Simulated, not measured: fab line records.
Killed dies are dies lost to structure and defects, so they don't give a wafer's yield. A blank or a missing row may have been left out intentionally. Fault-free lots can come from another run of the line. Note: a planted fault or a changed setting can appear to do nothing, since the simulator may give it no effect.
2 desks, one fault || flow sky130 || what lay behind the numbers comes last; until then each desk has only its own

AT THE TOOL OWNER'S DESK: cmp-01
The tool's own readings at SKY_VIA1_CMP_24 (polishes, stops on SiO2, t overpolish 15 s, target thk 0 nm): means of the sampled wafers that have a number, for each lot that ran on this tool. If a lot's mean is further than 4 standard deviations from the usual mean, the lot is out of limits and carries the mark OUT (the distance appears in the brackets).
Columns: A = motor-current-A at SKY_VIA1_CMP_24, usual 10.8 A; B = overpolish-run-s at SKY_VIA1_CMP_24, usual 15.001 s; C = retaining-ring-pressure-frac at SKY_VIA1_CMP_24, usual 0.999; D = time-to-endpoint-s at SKY_VIA1_CMP_24, usual 66.2 s
{"lot": "L332", "first seen here": "day 34 00:05", "A": 10.5, "B": 15.003, "C": 0.999, "D": 63.5}
{"lot": "L333", "first seen here": "day 34 02:55", "A": 10.6, "B": 15.002, "C": 1.000, "D": 66.1}
{"lot": "L340", "first seen here": "day 36 14:00", "A": 10.6, "B": 14.999, "C": 0.998, "D": 69.6}
{"lot": "L351", "first seen here": "day 39 21:23", "A": 10.6, "B": 14.996, "C": 0.994, "D": 67.6}
{"lot": "L353", "first seen here": "day 40 11:38", "A": 10.5, "B": 14.999, "C": 1.001, "D": 63.0}
{"lot": "L354", "first seen here": "day 41 15:55", "A": 10.7, "B": 14.999, "C": 1.003, "D": 64.8}
{"lot": "L355", "first seen here": "day 41 16:52", "A": 10.6, "B": 15.005, "C": 1.001, "D": 64.8}
This desk's finding: nothing out of limits on any of the 7 lots.

AT THE METROLOGY DESK
Lot by lot, what the gauges showed, no matter which tool ran the lot: averages of those sampled wafers that carry a number. If a lot's mean is further than 4 standard deviations from the usual mean, the lot is out of limits and carries the mark OUT (the distance appears in the brackets).
Columns: A = CAP2M_CVD_00_THK at SKY_CAP2M_THK_MEAS_01, usual 15.57 nm
{"lot": "L332", "first seen here": "day 39 16:37", "A": 15.50}
{"lot": "L333", "first seen here": "day 39 17:52", "A": 15.62}
{"lot": "L335", "first seen here": "day 40 18:06", "A": 15.42}
{"lot": "L336", "first seen here": "day 40 19:43", "A": 15.51}
{"lot": "L340", "first seen here": "day 42 01:01", "A": 15.29}
{"lot": "L347", "first seen here": "day 44 08:09", "A": 15.37}
{"lot": "L350", "first seen here": "day 44 21:11", "A": 15.59}
{"lot": "L351", "first seen here": "day 45 00:00", "A": 15.42}
{"lot": "L352", "first seen here": "day 45 06:23", "A": 15.89}
{"lot": "L353", "first seen here": "day 45 12:34", "A": 15.98}
{"lot": "L354", "first seen here": "day 46 13:47", "A": 15.45}
{"lot": "L355", "first seen here": "day 46 15:29", "A": 15.80}
This desk's finding: nothing out of limits on any of the 12 lots.

BROUGHT TOGETHER
The desk of the tool owner found nothing out of limits.
Nothing out of limits was seen by the metrology desk.

WHAT THE SIMULATOR PUT IN
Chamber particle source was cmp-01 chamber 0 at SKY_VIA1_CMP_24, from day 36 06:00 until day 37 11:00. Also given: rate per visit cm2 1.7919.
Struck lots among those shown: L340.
